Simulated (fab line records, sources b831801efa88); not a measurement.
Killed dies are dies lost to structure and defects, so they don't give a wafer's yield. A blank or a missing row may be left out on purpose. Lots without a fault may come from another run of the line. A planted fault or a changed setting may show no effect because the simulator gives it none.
Problem report in the 8D (eight disciplines) form, filled by code | flow sky130 | the parts of the form that need people (team, actions taken, sign-off) are left out

1. THE PROBLEM
beam_energy_keV at SKY_NWELL_IMPLANT_11 reads a mean of 407.26 on 6 wafers of 2 lots; wafers without a fault read 400.01 with a standard deviation of 0.13. That is +56 standard deviations from the usual mean.
First seen on wafer L548.1, day 6 22:05, on implanter-04. The record holds 18 wafers of 6 lots with a number at this step. Rule for "out", or "out of limits": more than 4 standard deviations from the usual mean. The other wafers with a number count as sound.

2. WHAT IT IS AND WHAT IT IS NOT
question                    | is                     | is not
which readings at this step | beam_energy_keV        | -
which lots                  | L548, L550             | L543, L544, L554, L556
which wafers of those lots  | all that have a number | -
read on which tools         | implanter-04           | implanter-01, implanter-02
when                        | from day 6 22:05       | up to then (6 sound wafers); but 6 sound wafers of L554, L556 came after

3. SUSPECTS, AND WHAT RULES EACH OUT
Counting: a tool at a process step up to the reading stays a suspect if it ran every lot that is out and no sound lot after the first of them.
- plasma_asher-02 at SKY_PWDE_STRIP_09 (strips in O2/N2): ruled out as a lasting fault. Sound lots L554, L556 ran on it after its first lot that is out, L548 (day 6 04:19).
- implanter-04 at SKY_NWELL_IMPLANT_11: kept. It ran every lot that is out, first L548 (day 6 22:05), and no sound lot after that; its last sound lot up to then is L544 (day 5 18:53). Its own readings are out on those wafers: beam_energy_keV.
Left after counting: implanter-04 at SKY_NWELL_IMPLANT_11.

4. THE CAUSE (what the simulator had put in)
Process parameter drift: implanter-04, from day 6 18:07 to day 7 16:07, at SKY_NWELL_IMPLANT_11. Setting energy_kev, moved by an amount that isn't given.
Counting left only this tool.

5. THE CHAIN OF EFFECTS, in route order
Each row: a reading whose mean over the struck wafers that have a number lies more than 3 standard deviations from the usual. Only readings for which the record gives a usual standard deviation are gone through. hours: the time from each lot's start at the first step in this table that gives one to its start at this step, as a median over the lots. sigmas: the change in usual standard deviations.
hours | step                 | reading         | usual  | on struck wafers | change | sigmas
0     | SKY_NWELL_IMPLANT_11 | beam_energy_keV | 400.01 | 407.26           | +7.25  | +56
The process steps in it:
- SKY_NWELL_IMPLANT_11

6. WHAT WOULD HAVE CAUGHT IT SOONER
In this record the first reading out of limits was taken at day 6 22:05, 4 hours after the fault began at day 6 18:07.
